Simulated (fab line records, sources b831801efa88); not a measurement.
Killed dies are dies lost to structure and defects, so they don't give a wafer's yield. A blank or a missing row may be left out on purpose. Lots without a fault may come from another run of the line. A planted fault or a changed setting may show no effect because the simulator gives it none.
A struck lot beside a sound one | flow sky130 | 14 steps out of a route of 708
Sound: wafers L214.2, L214.3, L214.6. Struck: wafers L212.2, L212.3, L212.6. The cause comes at the end.
At each step with rows: each side's tool, then ch and its chambers, then its first start. Under that, the readings that differ: sound wafers | struck wafers | difference of the means | sigmas: that difference in standard deviations of wafers without a fault.
alike: readings whose means differ by less than 2 such deviations, and words and numbers that are the same on both sides. not compared: withheld readings, readings that some wafer has no value for, bounds like >300 that may hide the same value, and numbers for which the record gives no deviation and whose values overlap.
The two part at a step that has a row with sigmas, a row that says differs or no value, or rows on one side only. Numbers that don't overlap but have no deviation are shown without sigmas and don't part them. A reading that every wafer of one side lacks parts them only if that side has two wafers or more.

first, 7 steps without rows for these wafers: SKY_LDD_N_DEHYDRATE_00 (time 60 s); SKY_LDD_N_HMDS_01 (prime time 60 s); SKY_LDD_N_COAT_02 (resist thk 300 nm); SKY_LDD_N_SOFTBAKE_03 (time 60 s); SKY_LDD_N_EXPOSE_04 (exposes mask NTM, target cd 840 nm); SKY_LDD_N_PEB_05; SKY_LDD_N_DEVELOP_06 (develop time 60 s).
SKY_LDD_N_OVL_MEAS_07:
  sound on overlay-02, day 20 23:28; struck on overlay-01, day 20 10:53
  reading        | sound       | struck         | difference | sigmas
  LDD_N_OVL (nm) | 1.1 2.0 2.0 | -3.1 -0.8 -0.5 | -3.2       | -2
then, 4 steps without rows for these wafers: SKY_LDD_N_IMPLANT_08; SKY_LDD_N_IMPLANT_09; SKY_LDD_N_IMPLANT_10; SKY_LDD_N_IMPLANT_11.
SKY_LDD_N_IMPLANT_12:
  sound on implanter-01 ch 0, day 21 00:07; struck on implanter-01, day 20 11:32
  no value came back on the struck wafers for any of 5 readings (beam_energy_keV, beam_on_s (s) and others); on the sound wafers beam_energy_keV reads 49.997 49.965 49.997
then, 1 step without rows for these wafers: SKY_LDD_N_IMPLANT_13.

WHERE THEY PART
First at SKY_LDD_N_OVL_MEAS_07; last, within this record, at SKY_LDD_N_IMPLANT_12.

WHY: what the simulator had put in
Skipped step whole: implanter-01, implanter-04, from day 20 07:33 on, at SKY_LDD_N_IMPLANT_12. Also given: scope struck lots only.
